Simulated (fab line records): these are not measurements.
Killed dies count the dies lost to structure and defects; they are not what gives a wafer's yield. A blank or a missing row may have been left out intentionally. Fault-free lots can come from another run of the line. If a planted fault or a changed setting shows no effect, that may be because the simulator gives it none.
Matching of chambers || flow sfq_line || SFQ_TRILAYER_I1_CMP_CMP_046 on cmp-02: 4 sister chambers
The step polishes SiO2. 4 wafers are shown with their chamber, then 9 later ones without.

== WAFERS PAIRED WITH THEIR CHAMBERS ==
{"wafer": "L481.5", "chamber": 2, "motor_current_A (A)": 10.5}
{"wafer": "L491.1", "chamber": 1, "motor_current_A (A)": 9.6}
{"wafer": "L491.3", "chamber": 0, "motor_current_A (A)": 9.9}
{"wafer": "L491.4", "chamber": 3, "motor_current_A (A)": 8.7}

== WAFERS MISSING THEIR CHAMBER ==
{"wafer": "L497.2", "motor_current_A (A)": 8.8}
{"wafer": "L497.3", "motor_current_A (A)": 10.8}
{"wafer": "L497.1", "motor_current_A (A)": 9.1}
{"wafer": "L498.2", "motor_current_A (A)": 8.3}
{"wafer": "L498.3", "motor_current_A (A)": 10.7}
{"wafer": "L498.6", "motor_current_A (A)": 9.8}
{"wafer": "L501.3", "motor_current_A (A)": 9.9}
{"wafer": "L501.5", "motor_current_A (A)": 9.8}
{"wafer": "L501.6", "motor_current_A (A)": 9.3}

== CHAMBER TAKEN BY EACH ==
{"wafer": "L497.2", "from the rows above": 3, "in truth": 3}
{"wafer": "L497.3", "from the rows above": 2, "in truth": 2}
{"wafer": "L497.1", "from the rows above": "can't be placed: 3 or 1 or 0", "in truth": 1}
{"wafer": "L498.2", "from the rows above": 3, "in truth": 3}
{"wafer": "L498.3", "from the rows above": 2, "in truth": 2}
{"wafer": "L498.6", "from the rows above": "can't be placed: 0 or 1", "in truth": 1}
{"wafer": "L501.3", "from the rows above": "can't be placed: 0 or 1", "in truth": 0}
{"wafer": "L501.5", "from the rows above": "can't be placed: 0 or 1", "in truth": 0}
{"wafer": "L501.6", "from the rows above": "can't be placed: 1 or 0 or 3", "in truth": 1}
Correctly placed: 4 of 9. These rows do not allow placing 5 (true chamber among the candidates in 5). Placed wrongly: 0.
How it was worked out, from the rows above alone: a wafer's distance from a chamber is the root of the sum, over the readings, of the square of ((its reading less the chamber's mean) divided by the reading's scatter). The wafer belongs to the nearest chamber; if the next one is less than 2 further off, it can't be placed. Each chamber's mean is taken over the wafers shown for it. The scatter: root of mean squared gap, hidden wafer to nearest shown wafer, with one shown wafer a chamber.
